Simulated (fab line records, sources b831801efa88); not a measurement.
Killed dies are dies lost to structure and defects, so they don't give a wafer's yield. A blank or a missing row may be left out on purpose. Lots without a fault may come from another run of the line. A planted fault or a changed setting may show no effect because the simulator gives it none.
Which tool did it? | flow gf180mcu | 12 lots, 36 wafers sampled, at 1 step of a route of 602

WHAT THE GAUGES READ, wafer by wafer
GF_V2_CD_MEAS_14: target cd 260 nm.
lot  | measured     | on        | cd_nm (nm)
L075 | day 20 08:47 | cd_sem-01 | 257.8 258.2 258.9
L077 | day 21 13:07 | cd_sem-01 | 259.0 258.4 260.2
L079 | day 21 22:03 | cd_sem-02 | 259.1 257.0 257.7
L081 | day 22 15:43 | cd_sem-02 | 260.4 260.3 260.7
L083 | day 23 07:29 | cd_sem-01 | 258.3 259.9 258.9
L085 | day 24 04:43 | cd_sem-01 | 260.1 262.2 261.6
L087 | day 25 04:44 | cd_sem-02 | 260.1 260.2 260.9
L089 | day 25 15:47 | cd_sem-01 | 259.4 259.1 257.8
L091 | day 26 05:25 | cd_sem-01 | 258.7 259.0 258.9
L093 | day 27 02:25 | cd_sem-02 | 256.8 256.7 257.2
L095 | day 27 07:39 | cd_sem-01 | 260.2 259.4 259.0
L097 | day 28 05:55 | cd_sem-01 | 258.7 259.5 259.0

WHICH TOOL RAN EACH LOT (tool, then ch and the chambers of the sampled wafers, then the start)
The record holds no process step before these readings.

THE ANSWER, worked out from the rows above alone
Rule: what is usual is taken from the lots themselves. Put in order of their means at a reading, lots are off if they are a third of the lots or fewer, leave a main group of 4 or more, and stand apart from it by a gap of 3 or more times the standard deviation of the main group's means; of several such gaps the widest counts. A main group whose means are all the same, to the digits that the tables above print for the reading, isn't used. A lot without any number at a reading at which 4 lots or more have one is off too. The other lots that the step has rows for count as sound.
No lot is off at any reading shown: from this, nothing can be told.

WHAT THE SIMULATOR HAD PUT IN
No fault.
